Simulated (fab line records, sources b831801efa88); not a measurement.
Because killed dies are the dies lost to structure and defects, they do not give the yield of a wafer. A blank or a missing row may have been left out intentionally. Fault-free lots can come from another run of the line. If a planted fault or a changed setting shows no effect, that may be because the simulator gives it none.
Which tool did it? | flow sky130 | 7 lots, 21 wafers sampled, at 2 steps of a route of 708

== WHAT EACH GAUGE READ, for each wafer ==
SKY_LDD_HVN_TW_MEAS_10.
lot  | measured     | on           | LDD_HVN_TW
L626 | day 22 08:29 | filmMetro-03 | 1422 1429 1425
L629 | day 22 10:23 | filmMetro-01 | 1432 1429 1438
L632 | day 23 14:37 | filmMetro-01 | 1439 1446 1442
L633 | day 24 06:20 | filmMetro-02 | 1469 1461 1462
L638 | day 26 06:46 | filmMetro-03 | 1454 1445 1447
L639 | day 26 10:03 | filmMetro-02 | 242 243 243
L646 | day 28 05:42 | filmMetro-03 | 1442 1443 1445

== TOOL THAT RAN EACH LOT (tool first, then ch and the chambers of the sampled wafers, then the start) ==
lot  | SKY_LDD_HVN_DEVELOP_06
L626 | lithoTrack-02 ch 0, day 22 08:02
L629 | lithoTrack-03 ch 0, day 22 09:57
L632 | lithoTrack-02 ch 0, day 23 14:11
L633 | lithoTrack-03 ch 0, day 24 05:54
L638 | lithoTrack-02 ch 0, day 26 06:20
L639 | lithoTrack-03 ch 0, day 26 09:37
L646 | lithoTrack-02 ch 0, day 28 05:16
- SKY_LDD_HVN_DEVELOP_06: develop time 60 s.

== THE ANSWER, worked out from the rows above alone ==
Rule: usual is defined by the lots themselves. Put in order of their means at a reading, lots are off if they are a third of the lots or fewer, leave a main group of 4 or more, and stand apart from it by a gap of 3 or more times the standard deviation of the main group's means; of several such gaps the widest counts. Not used: any main group whose means are identical at the precision the tables above print for the reading. A lot without any number at a reading at which 4 lots or more have one is off too. The other lots that the step has rows for count as sound.
Off: at SKY_LDD_HVN_TW_MEAS_10 (LDD_HVN_TW), L639. Main group: mean 1443, sd 12.
A tool fits if, at a process step before that reading, it ran every lot that is off, and no sound lot after the first of them. The gauges at SKY_LDD_HVN_TW_MEAS_10 are tried like those tools. This does not decide it: 2 tools fit, namely lithoTrack-03 at SKY_LDD_HVN_DEVELOP_06 and filmMetro-02 at SKY_LDD_HVN_TW_MEAS_10.

== WHAT THE SIMULATOR PUT IN ==
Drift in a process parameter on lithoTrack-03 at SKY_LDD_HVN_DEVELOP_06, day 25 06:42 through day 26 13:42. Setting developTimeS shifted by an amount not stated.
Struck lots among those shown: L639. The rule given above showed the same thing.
